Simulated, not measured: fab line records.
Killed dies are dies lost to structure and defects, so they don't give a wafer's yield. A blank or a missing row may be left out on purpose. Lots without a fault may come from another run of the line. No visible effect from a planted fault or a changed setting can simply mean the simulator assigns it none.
Problem report, 8D (eight disciplines) form, completed by code    flow sky130    the parts of the form that need people (team, actions taken, sign-off) are left out
Where a reading is given only as a bound, like >300, the bound stands for it, and a mean or a difference that rests on one is marked > or <: the true number lies beyond.

1. WHAT IS WRONG
CAPM_TIN_THK at SKY_CAPM_THK_MEAS_04 reads a mean of <0.0 nm on 6 wafers of 2 lots; wafers without a fault read 201.1 nm with a standard deviation of 2.4. That is <-84 standard deviations from the usual mean.
The step: measures by xrf.
Earliest sighting: wafer L864.2 on film_metro-01 at day 42 14:29. The record holds 42 wafers of 14 lots with a number at this step. Rule for "out" (also "out of limits"): further than 4 standard deviations from the usual mean. The other wafers with a number count as sound.

2. WHAT IT IS, WHAT IT ISN'T
question                     is                            is not
which readings at this step  CAPM_TIN_THK                  -
which lots                   L864, L865                    L849, L850, L851, L852, L853, L856, L857, L858, L860, L869, L870, L871
which wafers of those lots   all that have a number        -
read on which gauges         film_metro-01, film_metro-04  film_metro-03
when                         from day 42 14:29             up to then (27 sound wafers); but 9 sound wafers of L869, L870, L871 came after

3. SUSPECTS, AND WHAT RULES EACH OUT
Counting: a tool at any process step up to the reading remains a suspect when it ran all the lots that are out and ran no sound lot after the first of those.
- the gauge at SKY_CAPM_THK_MEAS_04 is ruled out. Those wafers that are out were read across 2 gauges (film_metro-01, film_metro-04).
- pvd_sputter-04 at SKY_CAPM_SPUTTER_02 (material TiN, target thk 200 nm, time 166.7 s): kept. All lots that are out passed through it, beginning with L864 at day 42 14:14, and no sound lot followed; its final sound lot before that point was L858 at day 40 01:38.
The count leaves pvd_sputter-04 at SKY_CAPM_SPUTTER_02.

4. THE CAUSE (what the simulator had put in)
Whole step skipped at SKY_CAPM_SPUTTER_02 on pvd_sputter-04, starting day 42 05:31. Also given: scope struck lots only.
This tool alone remained once counting was done.

5. THE EFFECT CHAIN, in route order
Rows list readings where the struck wafers' mean (over those with a number) sits beyond 3 standard deviations from the usual. Only readings whose record carries a usual standard deviation are examined. hours: median over the lots of the time between each lot's start at the first step of this table that gives one and its start at this step. sigmas: the change, counted in usual standard deviations.
hours  step                    reading             usual       on struck wafers  change   sigmas
0      SKY_CAPM_THK_MEAS_04    CAPM_TIN_THK        201.1 nm    <0.0              <-201.1  <-84
23     SKY_CAPM_METAL_ETCH_13  oes_product_au      0.941 a.u.  0.378             -0.563   -76
23     SKY_CAPM_METAL_ETCH_13  throttle_valve_pct  21.902 %    22.260            +0.358   +36
Here are the process steps it includes:
- SKY_CAPM_METAL_ETCH_13: etches TiN in Cl2/BCl3, stops on SiO2, target depth 220 nm, time 62.9 s.
Readings that are blank on the struck wafers while sound wafers have them: cathode_dc_power_W at SKY_CAPM_SPUTTER_02; chamber_pressure_pa at SKY_CAPM_SPUTTER_02; throttle_valve_pct at SKY_CAPM_SPUTTER_02; CAPM_TIN_RS at SKY_CAPM_RS_MEAS_03.

6. WHAT WOULD HAVE CAUGHT IT SOONER
In this record the first reading out of limits at a measuring or inspecting step was taken at day 42 14:29, 9 hours after the fault began at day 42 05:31.
Between SKY_CAPM_SPUTTER_02 and SKY_CAPM_THK_MEAS_04, SKY_CAPM_RS_MEAS_03 gave no CAPM_TIN_RS on the struck wafers, where sound wafers have one: a measuring or inspecting step that comes back empty is itself a sign.
At SKY_CAPM_SPUTTER_02 the tool's readings are blank on the struck wafers, where sound wafers have them: an empty tool record is the first sign, and it was there at once.
Of the lots that are out (2), L865 began SKY_CAPM_SPUTTER_02 on pvd_sputter-04 after day 42 14:29. It would have been spared by a hold on the tool at that moment.
